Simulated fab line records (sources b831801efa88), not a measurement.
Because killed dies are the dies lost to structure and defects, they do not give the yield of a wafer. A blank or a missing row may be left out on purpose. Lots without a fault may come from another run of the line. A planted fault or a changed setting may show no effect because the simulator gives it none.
Split-lot study | flow sfq line | 23 wafers read from 5 lots, route of 325 steps

ABOUT THE SPLIT
At SFQ_TRILAYER_M5_LITHO_COAT_123 (resist thk 600 nm), the setting spin rpm was moved away from the recipe's 3000 rpm on 6 of the 23 wafers read, by -4.9% to +5.9%. The other wafers ran this setting at the recipe's value.

FROM THE SPLIT TO THE READING: what the file shows between them, 4 steps
- SFQ_TRILAYER_M5_LITHO_SOFTBAKE_127
- SFQ_TRILAYER_M5_LITHO_EXPOSE_124: exposes mask M5, target cd 700 nm
- SFQ_TRILAYER_M5_LITHO_DEVELOP_125: time 60 s
- SFQ_TRILAYER_M5_BARC_OPEN_METAL_ETCH_161: etches BARC in O2, target depth 125 nm, time 41.7 s

THE READING
KrF_of_TRILAYER_M5_LITHO_COAT_123.thk nm (the simulator's own value, which no gauge read), in nm, at SFQ_TRILAYER_M5_ETCH_METAL_ETCH_126 (etches Nb in Cl2/BCl3, stops on SiO2, time 203.2 s, target depth 265 nm). There is no usual value for it anywhere in the file. Across the 17 wafers here that went through the recipe, the average is 373.4 nm and the standard deviation 2.2 nm.

wafer  | tool, chamber at the split | spin rpm as run, rpm | against the recipe | KrF_of_TRILAYER_M5_LITHO_COAT_123.thk nm, nm | against lot-mates on the recipe
L074.2 | litho track-03, 0          | 3000                 | recipe             | 376.1                                        | -
L074.3 | litho track-03, 0          | 3000                 | recipe             | 375.9                                        | -
L074.4 | litho track-03, 0          | 2852                 | -4.9%              | 383.5                                        | +7.5
L074.5 | litho track-03, 0          | 2852                 | -4.9%              | 384.2                                        | +8.2
L074.6 | litho track-03, 0          | 2852                 | -4.9%              | 393.4                                        | +17.4
L078.1 | litho track-02, 0          | 3177                 | +5.9%              | 357.7                                        | -16.9
L078.3 | litho track-02, 0          | 3000                 | recipe             | 376.7                                        | -
L078.4 | litho track-02, 0          | 3177                 | +5.9%              | 353.8                                        | -20.8
L078.5 | litho track-02, 0          | 3177                 | +5.9%              | 357.4                                        | -17.2
L078.6 | litho track-02, 0          | 3000                 | recipe             | 372.6                                        | -
L079.1 | litho track-03, 0          | 3000                 | recipe             | 375.8                                        | -
L079.2 | litho track-03, 0          | 3000                 | recipe             | 370.3                                        | -
L079.3 | litho track-03, 0          | 3000                 | recipe             | 374.1                                        | -
L079.5 | litho track-03, 0          | 3000                 | recipe             | 374.4                                        | -
L079.6 | litho track-03, 0          | 3000                 | recipe             | 372.6                                        | -
L081.2 | litho track-03, 0          | 3000                 | recipe             | 375.5                                        | -
L081.3 | litho track-03, 0          | 3000                 | recipe             | 373.7                                        | -
L081.6 | litho track-03, 0          | 3000                 | recipe             | 374.3                                        | -
L084.1 | litho track-04, 0          | 3000                 | recipe             | 373                                          | -
L084.2 | litho track-04, 0          | 3000                 | recipe             | 369.9                                        | -
L084.3 | litho track-04, 0          | 3000                 | recipe             | 369.4                                        | -
L084.4 | litho track-04, 0          | 3000                 | recipe             | 371.5                                        | -
L084.5 | litho track-04, 0          | 3000                 | recipe             | 372.5                                        | -

FIT RESULTS
A straight line over all 23 wafers: KrF_of_TRILAYER_M5_LITHO_COAT_123.thk nm changes by -2.84 nm for each +1% of spin rpm; r = -0.95; the points scatter about the line by 2.7 nm.
The same after taking each lot's own level away (the mean of its wafers on the recipe; 23 wafers): -2.74 nm for each +1%; r = -0.95; scatter 2.5 nm.
The reading moves by 16 nm for the largest change in spin rpm, on that fit.
From 371.26 to 376.00 nm: that is the span of the lots' own levels, equal to 2.2 times the standard deviation above.
Consequently the slope shifts little with the lot-to-lot level, the two slopes agreeing.
Check: -16.7 nm against its lot-mates is what the line predicts for one of the wafers moved furthest among these (+5.9%) when that wafer is left out of the fit. It came out at -16.9 nm against them.

THE WHOLE CHAIN: every reading that the file lists as answering this split, in the file's order
step                                     | what it does                                                            | reading                                                                                   | change (the file's fit)              | r (the file's)
SFQ_TRILAYER_M5_LITHO_COAT_123           | resist thk 600 nm                                                       | KrF_of_TRILAYER_M5_LITHO_COAT_123.thk nm (the simulator's own value, which no gauge read) | -3.08 nm for each +1% of the setting | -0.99
SFQ_TRILAYER_M5_BARC_OPEN_METAL_ETCH_161 | etches BARC in O2, target depth 125 nm, time 41.7 s                     | KrF_of_TRILAYER_M5_LITHO_COAT_123.thk nm (the simulator's own value, which no gauge read) | -3.03 nm for each +1% of the setting | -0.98
SFQ_TRILAYER_M5_ETCH_METAL_ETCH_126      | etches Nb in Cl2/BCl3, stops on SiO2, time 203.2 s, target depth 265 nm | KrF_of_TRILAYER_M5_LITHO_COAT_123.thk nm (the simulator's own value, which no gauge read) | -2.75 nm for each +1% of the setting | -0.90

THE FILE'S OWN FIT
KrF_of_TRILAYER_M5_LITHO_COAT_123.thk nm changes by -2.75 nm for each +1% of spin rpm, r = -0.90.
